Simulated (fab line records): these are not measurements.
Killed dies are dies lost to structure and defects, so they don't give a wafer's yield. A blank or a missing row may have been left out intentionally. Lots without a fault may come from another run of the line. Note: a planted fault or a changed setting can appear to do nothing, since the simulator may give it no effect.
Which tool did it? ; flow sky130 ; Sampling: 12 lots, 36 wafers, 5 of 708 route steps

WHAT THE GAUGES READ, wafer by wafer
The record lacks any reading of a measuring or inspecting step that a usual standard deviation could be used to judge.

WHAT TOOL EACH LOT RAN ON (gives the tool, then ch and the chambers of the sampled wafers, and finally the start)
lot;SKY_METAL4_SPUTTER_01;SKY_METAL4_SPUTTER_04;SKY_METAL4_ETCH_17;SKY_VIA4_SOFTBAKE_07;SKY_PAD_OPEN_PROBE_99
L581;pvdSputter-04, day 40 23:41;pvdSputter-04, day 40 23:46;rieDiel-04 ch 1,2, day 43 00:33;lithoTrack-02 ch 0, day 43 13:53;-
L582;pvdSputter-03, day 41 08:02;pvdSputter-03, day 41 08:07;rieDiel-04 ch 0,1,2, day 43 08:39;lithoTrack-03 ch 0, day 43 22:22;-
L583;pvdSputter-04, day 41 21:10;pvdSputter-04, day 41 21:16;rieDiel-01 ch 0,2,3, day 43 20:51;lithoTrack-01 ch 0, day 44 09:04;-
L587;pvdSputter-02, day 43 16:46;pvdSputter-02, day 43 16:50;rieDiel-01 ch 0,3, day 45 13:29;lithoTrack-03 ch 0, day 46 01:01;-
L586;pvdSputter-04, day 43 17:13;pvdSputter-04, day 43 17:17;rieDiel-04 ch 0,1,3, day 45 14:29;lithoTrack-02 ch 0, day 46 01:50;-
L588;pvdSputter-04, day 43 20:25;pvdSputter-04, day 43 20:29;rieDiel-01 ch 0,1,2, day 45 17:11;lithoTrack-01 ch 0, day 46 04:34;-
L589;pvdSputter-02, day 43 23:11;pvdSputter-02, day 43 23:16;rieDiel-01 ch 1,2, day 45 19:26;lithoTrack-02 ch 0, day 46 06:52;prober-01, day 49 08:53
L595;pvdSputter-04, day 44 19:46;pvdSputter-04, day 44 19:50;rieDiel-02 ch 0,2,3, day 46 16:10;lithoTrack-02 ch 0, day 47 02:58;-
L596;pvdSputter-03, day 45 03:52;pvdSputter-03, day 45 03:56;rieDiel-01 ch 0,1,3, day 46 23:02;lithoTrack-01 ch 0, day 47 10:25;-
L598;pvdSputter-02, day 45 15:52;pvdSputter-02, day 45 15:57;rieDiel-01 ch 0,2, day 47 09:01;lithoTrack-01 ch 0, day 47 19:43;-
L599;pvdSputter-02, day 45 23:37;pvdSputter-02, day 45 23:43;rieDiel-02 ch 0,1, day 47 17:24;lithoTrack-01 ch 0, day 48 03:35;-
L600;pvdSputter-04, day 46 15:46;pvdSputter-04, day 46 15:52;rieDiel-02 ch 0,1, day 48 07:42;lithoTrack-03 ch 0, day 48 17:55;-
- SKY_METAL4_SPUTTER_01: material TiN, target thk 20 nm, time 16.7 s.
- SKY_METAL4_SPUTTER_04: material TiN, target thk 70 nm, time 58.3 s.
- SKY_METAL4_ETCH_17: etches SiO2 in C4F8/O2/Ar, stops on TiN, time 3.9 s, target depth 15 nm.
- SKY_VIA4_SOFTBAKE_07: time 60 s.
- SKY_PAD_OPEN_PROBE_99

AS READ BY THE TOOLS THEMSELVES (means over the sampled wafers that have a number; for cases with no such wafer, the mark the record gives instead)
SKY_METAL4_SPUTTER_01. Usual: throttleValvePct 30.0 %, standard deviation 0.85.
lot;tool;throttleValvePct (%);flag
L581;pvdSputter-04;30.2;
L582;pvdSputter-03;30.2;
L583;pvdSputter-04;29.7;
L587;pvdSputter-02;29.6;
L586;pvdSputter-04;29.9;
L588;pvdSputter-04;29.9;
L589;pvdSputter-02;29.2;
L595;pvdSputter-04;29.8;
L596;pvdSputter-03;30.3;
L598;pvdSputter-02;29.7;
L599;pvdSputter-02;29.8;
L600;pvdSputter-04;29.6;

SKY_METAL4_SPUTTER_04. Usual: throttleValvePct 30.0 %, standard deviation 0.83.
lot;tool;throttleValvePct (%);flag
L581;pvdSputter-04;30.2;
L582;pvdSputter-03;30.2;
L583;pvdSputter-04;29.7;
L587;pvdSputter-02;29.8;
L586;pvdSputter-04;29.7;
L588;pvdSputter-04;29.7;
L589;pvdSputter-02;29.3;
L595;pvdSputter-04;29.7;
L596;pvdSputter-03;30.2;
L598;pvdSputter-02;29.8;
L599;pvdSputter-02;29.7;
L600;pvdSputter-04;29.8;

SKY_METAL4_ETCH_17. Usual: oesProductAu 0.753 a.u., standard deviation 0.0064.
lot;tool;oesProductAu (a.u.);flag
L581;rieDiel-04;0.752;
L582;rieDiel-04;0.755;
L583;rieDiel-01;0.751;
L587;rieDiel-01;0.748;
L586;rieDiel-04;0.760;
L588;rieDiel-01;0.761;
L589;rieDiel-01;0.759;
L595;rieDiel-02;0.752;
L596;rieDiel-01;0.751;
L598;rieDiel-01;0.746;
L599;rieDiel-02;0.751;
L600;rieDiel-02;0.747;

SKY_VIA4_SOFTBAKE_07. Usual: exhaustPa 45.1 Pa, standard deviation 0.9; heaterPowerTotalW 56.60 W, standard deviation 0.047; plateTempC 90.00 C, standard deviation 0.12.
lot;tool;exhaustPa (Pa);heaterPowerTotalW (W);plateTempC (C);flag
L581;lithoTrack-02;45.9;56.58;89.91;
L582;lithoTrack-03;43.9;56.63;90.09;
L583;lithoTrack-01;44.9;56.55;89.83;
L587;lithoTrack-03;44.4;56.57;90.08;
L586;lithoTrack-02;44.5;56.59;90.17;
L588;lithoTrack-01;45.4;56.62;89.88;
L589;lithoTrack-02;43.1;58.62;92.39;OFF
L595;lithoTrack-02;44.5;58.61;92.17;OFF
L596;lithoTrack-01;45.9;56.56;89.87;
L598;lithoTrack-01;44.9;56.57;90.10;
L599;lithoTrack-01;44.6;56.62;90.08;
L600;lithoTrack-03;45.2;56.57;90.03;

SKY_PAD_OPEN_PROBE_99. Usual: defectLimitedYield 82.5 %, standard deviation 1.8; killed_at_M0_to_M3 43, standard deviation 6.5; killed_at_M4_up 3, standard deviation 1.7; killedAtContacts 25, standard deviation 5.1; killedAtFrontEnd 15, standard deviation 3.8; killedAtOther 0.2, standard deviation 0.45; killedDies 86, standard deviation 8.8; killedOpen 47, standard deviation 6.7; killedShort 39, standard deviation 6; sort_bin_3_pad_short 0.9 %, standard deviation 0.46; sort_bin_5_function 10.2 %, standard deviation 1.4; sort_bin_6_memory 6.4 %, standard deviation 1; sortNPass 406, standard deviation 8.8; sortYieldPct 82.5 %, standard deviation 1.8.
lot;tool;defectLimitedYield (%);killed_at_M0_to_M3;killed_at_M4_up;killedAtContacts;killedAtFrontEnd;killedAtOther;killedDies;killedOpen;killedShort;sort_bin_3_pad_short (%);sort_bin_5_function (%);sort_bin_6_memory (%);sortNPass;sortYieldPct (%);flag
L589;prober-01;81.8;45;3;29;13;0.0;89;51;38;0.3;12.0;5.9;403;81.8;

THE ANSWER, worked out from the rows above alone
Rule: a lot counts as off when the mean over its wafers that have a number is more than 3 standard deviations away from the usual mean. A lot without any number at a reading at which 4 lots or more have one is off too. Where the step has rows for the other lots, those lots are counted as sound. After the gauges, taken in route order, come the tools' own readings; for these a lot's mean is taken, as printed above. The first step at which some lot is off is used, and at that step the reading that is off furthest; a lot without a number counts as furthest.
Off: L589, L595 (SKY_VIA4_SOFTBAKE_07, heaterPowerTotalW).
If a tool, at that step or one of the process steps before it, ran each lot that is off and ran no sound lot following the first of them, it fits. One fits: SKY_VIA4_SOFTBAKE_07 on lithoTrack-02. Its last sound lot is L586 (day 46 01:50), its first lot that is off L589 (day 46 06:52): a fault that began between those two fits.
The tool's own readings at SKY_VIA4_SOFTBAKE_07 bear it out: on the lots that are off they differ by more than 5 times the standard deviation of the sound lots' means. heaterPowerTotalW reads 58.61 W there against 56.59 W on the sound lots; plateTempC reads 92.28 C there against 90.00 C on the sound lots.

WHAT THE SIMULATOR HAD PUT IN
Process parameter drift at SKY_VIA4_SOFTBAKE_07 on lithoTrack-02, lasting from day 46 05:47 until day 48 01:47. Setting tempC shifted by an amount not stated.
Struck lots among those shown: L589, L595. Same finding as the rule above.
